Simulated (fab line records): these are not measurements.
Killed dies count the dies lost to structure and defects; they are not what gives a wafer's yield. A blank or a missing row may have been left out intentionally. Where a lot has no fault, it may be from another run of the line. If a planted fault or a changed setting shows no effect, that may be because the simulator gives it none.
Which of the tools did it?    flow gf180mcu    Sampling: 11 lots, 33 wafers, 3 of 602 route steps

## WHAT THE GAUGES READ, wafer by wafer
GF_PSD_RS_MEAS_15: uses a four-point probe to measure.
lot   measured      on             PSD_RS (ohm/sq)
L915  day 14 02:41  film_metro-01  108.49 108.62 108.47
L917  day 14 23:17  film_metro-01  108.58 108.55 108.44
L918  day 15 04:42  film_metro-01  108.26 108.62 108.72
L920  day 15 23:31  film_metro-01  108.44 108.19 108.30
L921  day 16 10:45  film_metro-01  105.41 105.61 105.20
L922  day 16 22:53  film_metro-04  105.11 105.04 105.53
L930  day 19 14:57  film_metro-02  108.41 108.26 108.19
L932  day 20 09:00  film_metro-04  108.68 108.62 108.70
L933  day 20 15:56  film_metro-04  108.36 108.48 108.24
L934  day 21 01:23  film_metro-02  108.80 108.62 108.39
L938  day 22 06:14  film_metro-01  108.40 108.35 108.61

## WHAT TOOL EACH LOT RAN ON (gives the tool, then ch and the chambers of the sampled wafers, and finally the start)
lot   GF_PSD_IMPLANT_09                GF_PSD_STRIP_10
L915  implanter-01 ch 0, day 14 02:08  plasma_asher-04 ch 0,1, day 14 02:17
L917  implanter-03 ch 0, day 14 22:44  plasma_asher-04 ch 0,1, day 14 22:53
L918  implanter-03 ch 0, day 15 04:08  plasma_asher-04 ch 0,1, day 15 04:17
L920  implanter-02 ch 0, day 15 22:58  plasma_asher-03 ch 0,1, day 15 23:05
L921  implanter-02 ch 0, day 16 10:11  plasma_asher-03 ch 0,1, day 16 10:20
L922  implanter-02 ch 0, day 16 22:19  plasma_asher-01 ch 0,1, day 16 22:28
L930  implanter-03 ch 0, day 19 14:23  plasma_asher-03 ch 0,1, day 19 14:32
L932  implanter-02 ch 0, day 20 08:26  plasma_asher-03 ch 0,1, day 20 08:35
L933  implanter-02 ch 0, day 20 15:23  plasma_asher-01 ch 0,1, day 20 15:32
L934  implanter-02 ch 0, day 21 00:49  plasma_asher-03 ch 0,1, day 21 00:58
L938  implanter-02 ch 0, day 22 05:41  plasma_asher-03 ch 0,1, day 22 05:50
- GF_PSD_IMPLANT_09
- GF_PSD_STRIP_10: strips in O2/N2.

## THE ANSWER, worked out from the rows above alone
Rule: usual is defined by the lots themselves. The widest of any qualifying gaps counts: lots, ordered by their means at a reading, are off when they make up no more than a third of the lots, leave a main group of 4 or more, and stand apart from it by 3 or more times the standard deviation of that group's means. A main group whose means are all the same, to the digits that the tables above print for the reading, isn't used. Also off: a lot with no number at a reading for which 4 or more lots have one. Where the step has rows for the other lots, those lots are counted as sound.
Off: L921, L922, at GF_PSD_RS_MEAS_15 (PSD_RS). The main group has a mean of 108.47 ohm/sq with a standard deviation of 0.12.
A tool fits if, at a process step before that reading, it ran every lot that is off, and no sound lot after the first of them. Gauges at GF_PSD_RS_MEAS_15: tried the same way as those tools. None of those tried fits.

## WHAT HAD BEEN PUT IN BY THE SIMULATOR
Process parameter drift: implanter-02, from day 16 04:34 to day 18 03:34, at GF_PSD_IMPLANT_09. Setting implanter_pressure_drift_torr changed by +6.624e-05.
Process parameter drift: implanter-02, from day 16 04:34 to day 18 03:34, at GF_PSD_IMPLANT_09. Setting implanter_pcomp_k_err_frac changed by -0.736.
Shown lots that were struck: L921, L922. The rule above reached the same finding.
